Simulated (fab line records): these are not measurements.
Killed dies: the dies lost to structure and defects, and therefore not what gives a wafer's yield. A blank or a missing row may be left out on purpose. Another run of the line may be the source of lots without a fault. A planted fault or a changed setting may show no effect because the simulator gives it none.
A lot that was struck, set against a sound lot || flow sky130 || 18 steps out of a route of 708
Sound: the wafers L124.1, L124.2, L124.6. Struck: wafer L120.4. (L120.1, L120.6 of the same lot were not struck and are left out.) The cause comes at the end.
At each step with rows: each side's tool, then ch and its chambers, then its first start. Under that, the readings that differ: sound wafers || struck wafers || difference of the means || sigmas: that difference in standard deviations of wafers without a fault.
alike: readings with means less than 2 such deviations apart, plus words and numbers identical on both sides. not compared: withheld readings, readings lacking a value on some wafer, bounds such as >300 that could conceal the same value, and numbers that have no deviation in the record and whose values overlap.
Wherever a step has rows on one side only, a row that says differs or no value, or a row with sigmas, the two part there. When numbers do not overlap yet have no deviation, they are printed without sigmas and do not part them. A reading missing from all wafers of one side parts the sides only when that side holds two or more wafers.

first, 3 steps without rows for these wafers: SKY_VIA3_EXPOSE_09 (exposes mask VIM3, target cd 200 nm); SKY_VIA3_PEB_10; SKY_VIA3_DEVELOP_11 (develop time 60 s).
SKY_VIA3_CD_MEAS_12 targets a cd of 200 nm.
  sound on cd_sem-02 at day 43 19:17; struck on cd_sem-01 at day 42 15:39
{"reading": "cd_nm (nm)", "sound": "197.0 197.3 197.5", "struck": 200.6, "difference": "+3.3", "sigmas": "+3"}
SKY_VIA3_OVL_MEAS_13:
  sound on overlay-02 at day 43 19:24; struck on overlay-02 at day 42 15:46
  alike: VIA3_OVL
SKY_VIA3_ETCH_14: etches BARC in N2/H2, stops on SiO2, time 45.9 s, target depth 60 nm.
  sound on rie_diel-03 ch 0,1,2, day 43 19:26; struck on rie_diel-03 ch 2, day 42 15:49
{"reading": "n2_flow_sccm (sccm)", "sound": "100.28 100.61 99.88", "struck": 99.59, "difference": -0.67, "sigmas": -2}
  alike: drypump_motor_current_A, oes_product_au, rf_fwd_power_W, throttle_valve_pct
  not compared: rf_hours_counter_h
SKY_VIA3_ETCH_15: etches SiO2 in C4F8/O2/Ar, stops on TiN, target depth 507 nm, time 78 s.
  sound on rie_diel-03 ch 0,1,2, day 43 19:29; struck on rie_diel-03 ch 2, day 42 15:51
{"reading": "rf_fwd_power_W (W)", "sound": "1490 1487 1486", "struck": 1499, "difference": "+11", "sigmas": "+2"}
  alike: oes_product_au
  not compared: rf_hours_counter_h
SKY_VIA3_STRIP_16: strips in O2/N2.
  sound on plasma_asher-02 ch 0,1, day 43 19:32; struck on plasma_asher-01 ch 1, day 42 15:55
{"reading": "n2_flow_sccm (sccm)", "sound": "300.3 299.8 300.9", "struck": 298.4, "difference": -1.9, "sigmas": -2}
  alike: drypump_motor_current_A, oes_product_au, strip_time_to_endpoint_s
  not compared: rf_hours_counter_h
then, 3 steps without rows for these wafers: SKY_VIA3_STRIP_17 (strips in post etch residue remover, time 1200 s); SKY_VIA3_CLEAN_18 (cleans in IPA, time 180 s); SKY_VIA3_CLEAN_19 (cleans in O3/DIW).
SKY_VIA3_SPUTTER_20: material TiN, target thk 20 nm, time 80 s.
  sound on pvd_sputter-03 at day 43 20:34; struck on pvd_sputter-03 at day 42 16:30
  alike: throttle_valve_pct
SKY_VIA3_CVD_21: deposits W, target thk 390 nm, time 117.31 s.
  sound on cvd_w-01 ch 0,1, day 43 20:38; struck on cvd_w-02 ch 0, day 42 16:34
{"reading": "heater_power_outer_w (W)", "sound": "462 500 453", "struck": 587, "difference": "+115", "sigmas": "+2"}
{"reading": "heater_power_w (W)", "sound": "740 856 740", "struck": 1067, "difference": "+288", "sigmas": "+2"}
{"reading": "model.W_of_VIA3_CVD_21.thk_nm (nm)", "sound": "393.9 402.1 395.1", "struck": 289.6, "difference": -107.4, "sigmas": ""}
SKY_VIA3_RS_MEAS_22: measurement is done with a four-point probe.
  sound on film_metro-01 at day 43 20:45; struck on film_metro-01 at day 42 16:41
{"reading": "VIA3_W_RS (ohm/sq)", "sound": "0.291 0.286 0.290", "struck": 0.397, "difference": "+0.108", "sigmas": "+35"}
SKY_VIA3_THK_MEAS_23: measures by xrf.
  sound on film_metro-01 at day 43 20:52; struck on film_metro-01 at day 42 16:49
{"reading": "VIA3_W_THK (nm)", "sound": "382 387 377", "struck": 283, "difference": -99, "sigmas": -19}
SKY_VIA3_CMP_24: polishes, stops on SiO2, t overpolish 20 s, target thk 0 nm.
  sound on cmp-02 ch 0,1, day 43 20:59; struck on cmp-02 ch 0, day 42 16:52
{"reading": "time_to_endpoint_s (s)", "sound": "102 82 101", "struck": 78, "difference": -17, "sigmas": -3}
  alike: motor_current_A, platen_rpm
SKY_METAL4_SPUTTER_00: material Ti, target thk 15 nm, time 10 s.
  sound on pvd_sputter-03 at day 43 21:14; struck on pvd_sputter-02 at day 42 17:10
  alike: throttle_valve_pct
-- the record jumps here: 6 days lie between the struck wafers' starts before and after (it left off in module METAL4 and takes up again in module PAD_OPEN, whose first step shown is number 708 of the route) --
SKY_PAD_OPEN_PROBE_99:
  the record has rows for the struck wafers here (prober-02, day 48 05:54) and none for the sound ones

== WHERE THEY PART ==
Last at SKY_PAD_OPEN_PROBE_99 as far as this record goes, first at SKY_VIA3_CD_MEAS_12.

WHY: what the simulator had put in
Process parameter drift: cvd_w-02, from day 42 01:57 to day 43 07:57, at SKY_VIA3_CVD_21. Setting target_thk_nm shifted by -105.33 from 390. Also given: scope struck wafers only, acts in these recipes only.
